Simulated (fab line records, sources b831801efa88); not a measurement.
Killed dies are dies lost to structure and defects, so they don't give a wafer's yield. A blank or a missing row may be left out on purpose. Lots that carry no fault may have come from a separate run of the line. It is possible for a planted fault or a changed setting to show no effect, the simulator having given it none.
Problem report, 8D (eight disciplines) form, completed by code | flow sky130 | the parts of the form that need people (team, actions taken, sign-off) are left out

== 1. WHAT WENT WRONG ==
LDD_HVN_TW at SKY_LDD_HVN_TW_MEAS_10 reads a mean of 1552 on 6 wafers of 2 lots; wafers without a fault read 1460 with a standard deviation of 11. Relative to the usual mean, that is a shift of +8.3 standard deviations.
First observed at day 24 17:14: wafer L123.2, on filmMetro-02. The record has a number at this step for 39 wafers belonging to 13 lots. Rule for "out", or "out of limits": more than 4 standard deviations from the usual mean. Any other wafer with a number is counted as sound.

== 2. WHAT IT IS; WHAT IT IS NOT ==
question                    | is                         | is not
which readings at this step | LDD_HVN_TW                 | -
which lots                  | L123, L124                 | L112, L113, L114, L116, L118, L129, L131, L132, L133, L134, L135
which wafers of those lots  | all that have a number     | -
read on which gauges        | filmMetro-01, filmMetro-02 | filmMetro-03
when                        | from day 24 17:14          | up to then (15 sound wafers); but 18 sound wafers of L129, L131, L132, L133, L134, L135 came after

== 3. WHAT RULES OUT EACH SUSPECT ==
Counting: a tool stays on the suspect list if, at a process step up to the reading, it processed all lots that are out and no sound lot following the first of them.
- ruled out: the gauge at SKY_LDD_HVN_TW_MEAS_10. Those wafers that are out were read across 2 gauges (filmMetro-01, filmMetro-02).
- implanter-04 at SKY_LDD_HVN_IMPLANT_08: ruled out as a lasting fault. After its first lot that is out, L123 (day 24 16:59), sound lots L131, L133, L135 ran on it.
Left after counting: nothing in the record.

== 4. THE CAUSE (what the simulator had put in) ==
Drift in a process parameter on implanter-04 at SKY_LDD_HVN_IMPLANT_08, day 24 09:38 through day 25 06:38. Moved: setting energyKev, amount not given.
It was ruled out by counting, in error; the rule expects a fault to strike all lots run on its tool from its start on, and this fault did not.

== 5. THE EFFECT CHAIN, in route order ==
Each row: a reading whose mean over the struck wafers that have a number lies more than 3 standard deviations from the usual. Scope: only readings with a usual standard deviation given in the record; hours: median across lots of the time from each lot's start at the first step in this table that gives one to its start at this step; sigmas: change in usual standard deviations.
hours | step                   | reading       | usual  | on struck wafers | change  | sigmas
0     | SKY_LDD_HVN_IMPLANT_08 | beamEnergyKeV | 60.004 | 74.373           | +14.369 | +99 or more
0     | SKY_LDD_HVN_TW_MEAS_10 | LDD_HVN_TW    | 1460   | 1552             | +92     | +8.3
It contains these process steps:
- SKY_LDD_HVN_IMPLANT_08

== 6. WHAT WOULD HAVE CAUGHT IT SOONER ==
In this record the first reading out of limits at a measuring or inspecting step was taken at day 24 17:14, 8 hours after the fault began at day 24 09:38.
The tool's own readings at SKY_LDD_HVN_IMPLANT_08 were out on every struck wafer that the step has a row for (beamEnergyKeV): an alarm limit on them would have fired on the first of those.
